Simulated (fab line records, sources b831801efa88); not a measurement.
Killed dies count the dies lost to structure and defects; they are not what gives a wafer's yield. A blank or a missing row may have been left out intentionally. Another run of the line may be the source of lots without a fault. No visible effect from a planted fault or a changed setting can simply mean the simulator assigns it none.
Problem report in the 8D (eight disciplines) form, filled by code | flow sky130 | the parts of the form that need people (team, actions taken, sign-off) are left out

## 1. PROBLEM STATEMENT
Across 6 wafers from 2 lots, SD_N_TW at SKY_SD_N_TW_MEAS_12 averages 3804, while fault-free wafers read 3966 with a standard deviation of 25. That puts it -6.5 standard deviations away from the usual mean.
Earliest sighting: wafer L726.1 on film_metro-01 at day 35 02:42. At this step, 33 wafers from 11 lots have a number in the record. By rule, "out" or "out of limits" means more than 4 standard deviations away from the usual mean. The rest of the wafers with a number are treated as sound.

## 2. WHAT IT IS, WHAT IT ISN'T
question                    | is                           | is not
which readings at this step | SD_N_TW                      | -
which lots                  | L726, L728                   | L707, L709, L711, L712, L714, L719, L720, L721, L727
which wafers of those lots  | all that have a number       | -
read on which gauges        | film_metro-01, film_metro-02 | film_metro-03
when                        | from day 35 02:42            | up to then (24 sound wafers); but 3 sound wafers of L727 came after

## 3. THE SUSPECTS, EACH WITH WHAT RULES IT OUT
Counting: a tool at any process step up to the reading remains a suspect when it ran all the lots that are out and ran no sound lot after the first of those.
- the gauge at SKY_SD_N_TW_MEAS_12 is ruled out. The wafers that are out were read on 2 gauges (film_metro-01, film_metro-02).
- implanter-04 at SKY_SD_N_IMPLANT_09: kept. All lots that are out passed through it, beginning with L726 at day 35 02:18, and no sound lot followed; its final sound lot before that point was L720 at day 33 09:59. On those wafers its own readings are out: beam_energy_keV.
After counting, what remains is implanter-04 at SKY_SD_N_IMPLANT_09.

## 4. THE CAUSE (what the simulator had put in)
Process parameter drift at SKY_SD_N_IMPLANT_09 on implanter-04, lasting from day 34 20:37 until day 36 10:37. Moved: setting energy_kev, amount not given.
Only this tool survived the counting.

## 5. SEQUENCE OF EFFECTS, ordered by route
One row per reading whose mean, taken over the struck wafers that have a number, lies over 3 standard deviations from the usual. Only readings whose record carries a usual standard deviation are examined. hours: median over the lots of the time between each lot's start at the first step of this table that gives one and its start at this step. sigmas: the change, counted in usual standard deviations.
hours | step                | reading                  | usual        | on struck wafers | change | sigmas
0     | SKY_SD_N_IMPLANT_09 | beam_energy_keV          | 50.000       | 42.477           | -7.523 | -99 or more
0     | SKY_SD_N_STRIP_11   | oes_product_au           | 0.528 a.u.   | 0.546            | +0.018 | +4.0
0     | SKY_SD_N_STRIP_11   | strip_time_to_endpoint_s | 22.56 s      | 21.42            | -1.14  | -27
0     | SKY_SD_N_TW_MEAS_12 | SD_N_TW                  | 3966         | 3804             | -162   | -6.5
1     | SKY_SD_N_RS_MEAS_16 | SD_N_RS                  | 68.47 ohm/sq | 74.30            | +5.83  | +58
Process steps it contains:
- SKY_SD_N_IMPLANT_09
- SKY_SD_N_STRIP_11: strips in O2/N2.

## 6. WHAT WOULD HAVE CAUGHT IT SOONER
6 hours passed between the start of the fault at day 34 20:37 and the first reading out of limits at a measuring or inspecting step in this record, taken at day 35 02:42.
The tool's own readings at SKY_SD_N_IMPLANT_09 were out on every struck wafer that the step has a row for (beam_energy_keV): an alarm limit on them would have fired on the first of those.
Of the lots that are out (2), L728 began SKY_SD_N_IMPLANT_09 on implanter-04 after day 35 02:42. Had the tool been put on hold then, it would have been spared.
